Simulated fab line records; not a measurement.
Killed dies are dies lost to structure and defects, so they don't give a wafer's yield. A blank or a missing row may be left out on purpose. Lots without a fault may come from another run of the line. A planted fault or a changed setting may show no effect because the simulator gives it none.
Comparing a struck lot with a sound one | flow sky130 | 15 out of 708 route steps
Sound: the wafers L478.3, L478.4, L478.6. Struck: wafer L485.6; the same lot's L485.1 was not struck, so it is left out; see the end for the cause.
For every step that has rows: the tool of each side, followed by ch and its chambers, followed by its first start. Under that, the readings that differ: sound wafers | struck wafers | difference of the means | sigmas: that difference in standard deviations of wafers without a fault.
alike: a reading whose means differ by less than 2 such deviations, as well as words and numbers matching on both sides. not compared: withheld readings; readings where some wafer has no value; bounds like >300 that might hide an equal value; numbers whose values overlap and for which the record gives no deviation.
The two part at a step that has a row with sigmas, a row that says differs or no value, or rows on one side only. Non-overlapping numbers with no deviation appear without sigmas and do not part them. Lack of a reading on every wafer of one side parts them only where that side has two or more wafers.

SKY_NWELL_TW_MEAS_26:
  sound on film_metro-03, day 6 08:53; struck on film_metro-02, day 8 08:29
  alike: NWELL_2_TW
then, 1 step without rows for these wafers: SKY_NWELL_CLEAN_27 (cleans in SC1/SC2, time 150 s).
SKY_NWELL_RTA_28: time 30 s.
  sound on rtp_anneal-02 ch 0, day 6 09:01; struck on rtp_anneal-02 ch 0, day 8 08:36
  alike: lamp_power_pct, ramp_down_c_per_s, wafer_temp_C_max
SKY_NWELL_RS_MEAS_29: measures by four-point-probe.
  sound on film_metro-01, day 6 09:08; struck on film_metro-01, day 8 08:48
  alike: NWELL_RS
SKY_NWELL_RS_MEAS_31: measures by four-point-probe.
  sound on film_metro-01, day 6 09:22; struck on film_metro-01, day 8 09:02
  alike: PWDE_RS
then, 6 steps without rows for these wafers: SKY_VT_ADJUST_HVTP_DEHYDRATE_00 (time 60 s); SKY_VT_ADJUST_HVTP_HMDS_01 (prime time 60 s); SKY_VT_ADJUST_HVTP_COAT_02 (resist thk 1140 nm); SKY_VT_ADJUST_HVTP_SOFTBAKE_03 (time 60 s); SKY_VT_ADJUST_HVTP_EXPOSE_04 (exposes mask HVTPM, target cd 380 nm); SKY_VT_ADJUST_HVTP_PEB_05.
SKY_VT_ADJUST_HVTP_DEVELOP_06: develop time 60 s.
  sound on litho_track-01 ch 0, day 7 04:10; struck on litho_track-01 ch 0, day 9 05:49
  alike: developer_temp_C, resist_line_temp_C
SKY_VT_ADJUST_HVTP_CD_MEAS_07 targets a cd of 380 nm.
  sound on cd_sem-02, day 7 04:18; struck on cd_sem-01, day 9 05:58
  reading    | sound             | struck | difference | sigmas
  cd_nm (nm) | 376.3 378.6 379.2 | 359.1  | -18.9      | -7
SKY_VT_ADJUST_HVTP_OVL_MEAS_08:
  sound on overlay-02, day 7 04:23; struck on overlay-02, day 9 06:05
  alike: VT_ADJUST_HVTP_OVL
-- a jump in the record: the struck wafers' starts before and after are 40 days apart (it breaks off in module VT_ADJUST_HVTP and resumes in module PAD_OPEN, where the first step shown is number 708 of the route) --
SKY_PAD_OPEN_PROBE_99:
  record: rows for the struck wafers here (prober-02, day 48 20:04), none for the sound ones

== WHERE THEY PART ==
Earliest at SKY_VT_ADJUST_HVTP_CD_MEAS_07; latest, in this record, at SKY_PAD_OPEN_PROBE_99.

WHY: what the simulator had put in
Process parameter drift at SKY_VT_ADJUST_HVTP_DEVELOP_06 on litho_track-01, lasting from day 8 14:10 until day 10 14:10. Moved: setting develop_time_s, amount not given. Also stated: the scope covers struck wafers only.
